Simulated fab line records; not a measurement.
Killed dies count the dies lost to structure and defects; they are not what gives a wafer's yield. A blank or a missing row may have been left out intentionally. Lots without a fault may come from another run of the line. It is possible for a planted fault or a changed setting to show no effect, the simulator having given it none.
What tool caused it? | flow gf180mcu | 42 wafers from 14 lots sampled at 3 of the route's 602 steps

## WHAT THE GAUGES READ, wafer by wafer
GF_M1_CD_MEAS_14 targets a cd of 230 nm.
lot  | measured     | on       | cdNm (nm)
L660 | day 17 04:40 | cdSem-02 | 229.1 230.0 230.0
L661 | day 17 08:37 | cdSem-02 | 229.9 229.4 228.9
L662 | day 17 17:40 | cdSem-02 | 230.2 230.5 230.3
L664 | day 18 10:31 | cdSem-01 | 229.4 230.3 229.8
L665 | day 18 19:28 | cdSem-02 | 230.3 229.6 230.8
L666 | day 19 09:21 | cdSem-02 | 230.6 230.5 229.5
L668 | day 20 02:34 | cdSem-02 | 231.8 231.9 233.5
L670 | day 21 09:38 | cdSem-02 | 229.8 231.5 231.0
L672 | day 21 22:55 | cdSem-01 | 231.1 230.8 230.4
L673 | day 22 05:55 | cdSem-02 | 229.6 230.2 228.7
L679 | day 23 22:07 | cdSem-02 | 230.8 231.6 230.6
L680 | day 24 04:27 | cdSem-01 | 227.8 228.7 227.3
L681 | day 24 13:28 | cdSem-01 | 230.6 231.3 231.1
L682 | day 24 19:43 | cdSem-01 | 230.3 230.9 231.4

GF_V1_RS_MEAS_24: a four-point-probe measurement.
lot  | measured     | on           | V1_W_RS (ohm/sq)
L660 | day 18 06:41 | filmMetro-04 | 0.312 0.328 0.332
L661 | day 18 10:22 | filmMetro-04 | 0.328 0.332 0.325
L662 | day 18 19:22 | filmMetro-02 | 0.326 0.329 0.330
L664 | day 19 12:20 | filmMetro-04 | 0.336 0.335 0.320
L665 | day 19 22:26 | filmMetro-02 | 0.324 0.327 0.330
L666 | day 20 12:12 | filmMetro-04 | 0.329 0.329 0.325
L668 | day 21 05:36 | filmMetro-04 | 0.317 0.314 0.334
L670 | day 22 11:16 | filmMetro-01 | 0.326 0.326 0.327
L672 | day 23 00:29 | filmMetro-02 | 0.325 0.328 0.330
L673 | day 23 07:46 | filmMetro-01 | 0.330 0.332 0.325
L679 | day 24 22:37 | filmMetro-02 | 0.326 0.316 0.313
L680 | day 25 04:35 | filmMetro-04 | 0.316 0.334 0.313
L681 | day 25 13:38 | filmMetro-04 | 0.329 0.319 0.315
L682 | day 25 19:31 | filmMetro-02 | 0.332 0.319 0.315

## WHAT TOOL EACH LOT RAN ON (gives the tool, then ch and the chambers of the sampled wafers, and finally the start)
lot  | GF_V1_SPUTTER_22
L660 | pvdSputter-01, day 18 06:32
L661 | pvdSputter-02, day 18 10:13
L662 | pvdSputter-01, day 18 19:13
L664 | pvdSputter-04, day 19 12:11
L665 | pvdSputter-04, day 19 22:14
L666 | pvdSputter-04, day 20 12:03
L668 | pvdSputter-04, day 21 05:26
L670 | pvdSputter-02, day 22 11:06
L672 | pvdSputter-04, day 23 00:20
L673 | pvdSputter-01, day 23 07:37
L679 | pvdSputter-02, day 24 22:28
L680 | pvdSputter-04, day 25 04:26
L681 | pvdSputter-01, day 25 13:29
L682 | pvdSputter-01, day 25 19:21
- GF_V1_SPUTTER_22: material TiN, target thk 10 nm, time 40 s.

## AS READ BY THE TOOLS THEMSELVES (means over the sampled wafers that have a number; for cases with no such wafer, the mark the record gives instead)
GF_V1_SPUTTER_22.
lot  | tool          | cathodeDcPowerW (W) | chamberPressurePa (Pa) | throttleValvePct (%)
L660 | pvdSputter-01 | 3999.6              | 5.008                  | 29.4
L661 | pvdSputter-02 | 3999.4              | 5.002                  | 30.5
L662 | pvdSputter-01 | 3999.8              | 4.992                  | 29.8
L664 | pvdSputter-04 | 3999.8              | 4.998                  | 30.0
L665 | pvdSputter-04 | 4000.6              | 5.000                  | 30.3
L666 | pvdSputter-04 | 4000.3              | 4.994                  | 30.2
L668 | pvdSputter-04 | 3999.6              | 4.994                  | 30.1
L670 | pvdSputter-02 | 4000.4              | 4.992                  | 30.9
L672 | pvdSputter-04 | 4000.6              | 4.998                  | 29.8
L673 | pvdSputter-01 | 3999.9              | 4.994                  | 29.5
L679 | pvdSputter-02 | 4000.4              | 4.999                  | 30.9
L680 | pvdSputter-04 | 3999.8              | 4.991                  | 30.0
L681 | pvdSputter-01 | 4000.3              | 4.998                  | 29.5
L682 | pvdSputter-01 | 4000.1              | 5.002                  | 29.6

## THE ANSWER, worked out from the rows above alone
Rule: usual is defined by the lots themselves. The widest of any qualifying gaps counts: lots, ordered by their means at a reading, are off when they make up no more than a third of the lots, leave a main group of 4 or more, and stand apart from it by 3 or more times the standard deviation of that group's means. A main group is skipped when, at the precision printed for the reading in the tables above, its means are all equal. A lot without any number at a reading at which 4 lots or more have one is off too. Where the step has rows for the other lots, those lots are counted as sound. Order of review: gauges by route order, followed by the tools' own readings, for which a lot's mean as printed above is used. At the first step where some lot is off, the reading lying furthest off is the one used; lots without a number count as furthest.
Nothing can be told from this: no lot is off at any reading shown.

## WHAT THE SIMULATOR HAD PUT IN
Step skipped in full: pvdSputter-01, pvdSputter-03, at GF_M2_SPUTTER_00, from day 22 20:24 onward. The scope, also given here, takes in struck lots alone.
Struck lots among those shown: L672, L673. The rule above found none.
